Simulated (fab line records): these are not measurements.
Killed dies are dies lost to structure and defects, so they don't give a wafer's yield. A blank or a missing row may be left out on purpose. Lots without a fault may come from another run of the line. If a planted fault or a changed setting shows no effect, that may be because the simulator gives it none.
2 desks, one fault    flow sky130    numbers are kept per desk, each desk with only its own; the story behind them comes last

THE METROLOGY DESK
What the gauges read for every lot (on any tool): the sampled wafers with a number, averaged. Any lot whose mean is over 4 standard deviations away from the usual mean is out of limits and marked OUT; that distance is given in the brackets.
Columns: A = PWDE_OVL at SKY_PWDE_OVL_MEAS_07, usual -0.1 nm; B = cd-nm at SKY_VT_ADJUST_HVTR_CD_MEAS_07, usual 379.9 nm
lot   first seen here  A     B
L268  day 4 01:04      0.9   381.3
L271  day 4 15:14      0.1   380.2
L273  day 5 08:08      -0.4  379.9
L275  day 5 17:48      -1.2  378.4
L276  day 5 22:43      -0.3  378.2
L277  day 6 03:35      -1.5  381.5
L280  day 6 20:49      -1.6  376.5
L282  day 7 10:13      -0.8  382.3
L283  day 7 11:53      -0.7  376.4
L285  day 8 01:26      -0.4  377.2
L286  day 8 04:28      1.6   384.1
L288  day 8 20:20      0.5   379.3
L289  day 9 06:10      0.4   380.8
This desk's verdict: no lot among the 13 shows anything out of limits.

FOR THE TOOL OWNER'S DESK: litho-track-01
The tool's own readings at SKY_VT_ADJUST_LVTN_SOFTBAKE_14 (time 60 s): means of the sampled wafers that have a number, for each lot that ran on this tool. Any lot whose mean is over 4 standard deviations away from the usual mean is out of limits and marked OUT; that distance is given in the brackets.
Columns: A = heater-power-total-W at SKY_VT_ADJUST_LVTN_SOFTBAKE_14, usual 56.59 W; B = resist-line-temp-C at SKY_VT_ADJUST_LVTN_SOFTBAKE_14, usual 23.02 C; C = run-length-s at SKY_VT_ADJUST_LVTN_SOFTBAKE_14, usual 89.23 s
lot   first seen here  A                B      C
L271  day 8 04:08      56.59            23.02  89.20
L273  day 9 01:11      56.60            22.93  89.40
L275  day 9 13:52      57.50 (+20) OUT  23.11  86.47 (-12) OUT
L276  day 9 19:25      57.58 (+22) OUT  23.05  86.37 (-12) OUT
L277  day 10 01:56     57.61 (+23) OUT  23.07  86.40 (-12) OUT
L289  day 13 18:58     56.58            23.04  89.48
This desk's finding: out of limits on L275, L276, L277; first on L275, day 9 13:52 (heater-power-total-W at SKY_VT_ADJUST_LVTN_SOFTBAKE_14). L271, L273, L289: within limits.

ALL TOGETHER
The tool owner's desk could have raised an alarm at day 9 13:52, on L275, L276, L277.
From the metrology desk's view, nothing was out of limits.
The metrology desk holds a record of L275, L276, L277, inside its limits.
SKY_VT_ADJUST_LVTN_SOFTBAKE_14 was run on litho-track-01 by each of the lots named.

WHAT THE SIMULATOR HAD INSERTED
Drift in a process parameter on litho-track-01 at SKY_VT_ADJUST_LVTN_SOFTBAKE_14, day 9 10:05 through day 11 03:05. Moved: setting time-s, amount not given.
Struck lots among those shown: L275, L276, L277.
Hours from the fault's start to each desk's first reading out of limits: the tool owner's desk, 4.
